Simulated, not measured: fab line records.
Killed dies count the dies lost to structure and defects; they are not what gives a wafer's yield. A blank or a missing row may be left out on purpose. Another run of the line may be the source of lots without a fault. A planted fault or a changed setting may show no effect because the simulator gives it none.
One fault seen from 2 desks -- flow gf180mcu -- each desk holds nothing but its own numbers, with what lay behind them at the end

AT THE TOOL OWNER'S DESK: litho track-02
The tool's own readings at GF_POLY_GATE_COAT_05 (resist thk 700 nm): means of the sampled wafers that have a number, for each lot that ran on this tool. If a lot's mean is further than 4 standard deviations from the usual mean, the lot is out of limits and carries the mark OUT (the distance appears in the brackets).
Columns: A = chill plate temp C at GF_POLY_GATE_COAT_05, usual 22.99 C
lot,first seen here,A
L740,day 10 03:00,22.97
L743,day 10 22:00,23.05
L744,day 11 02:00,23.07
L752,day 13 14:00,22.90
L753,day 13 18:00,22.75
L756,day 14 19:00,23.06
Result from this desk: across the 6 lots, nothing is out of limits.

FROM THE METROLOGY DESK
What the gauges read, lot by lot, whatever tool the lot ran on: means of the sampled wafers that have a number. If a lot's mean is further than 4 standard deviations from the usual mean, the lot is out of limits and carries the mark OUT (the distance appears in the brackets).
Columns: A = DUAL_GATE_OVL at GF_DUAL_GATE_OVL_MEAS_11, usual 0.3 nm; B = POLY_GATE_CVD_00_THK at GF_POLY_GATE_THK_MEAS_01, usual 199.8 nm; C = cd nm at GF_POLY_GATE_CD_MEAS_10, usual 280.0 nm
lot,first seen here,A,B,C
L740,day 9 16:07,-1.1,200.3,280.1
L741,day 9 20:07,1.7,199.6,280.7
L743,day 10 09:49,-0.2,194.3,281.3
L744,day 10 13:58,0.5,201.8,278.5
L752,day 13 01:04,0.1,198.9,280.6
L753,day 13 05:34,0.2,196.6,279.1
L756,day 14 06:35,-1.1,202.6,280.6
Result from this desk: across the 7 lots, nothing is out of limits.

PUT TOGETHER
The desk of the tool owner found nothing out of limits.
Metrology desk: nothing out of limits seen.

WHAT WAS PUT IN BY THE SIMULATOR
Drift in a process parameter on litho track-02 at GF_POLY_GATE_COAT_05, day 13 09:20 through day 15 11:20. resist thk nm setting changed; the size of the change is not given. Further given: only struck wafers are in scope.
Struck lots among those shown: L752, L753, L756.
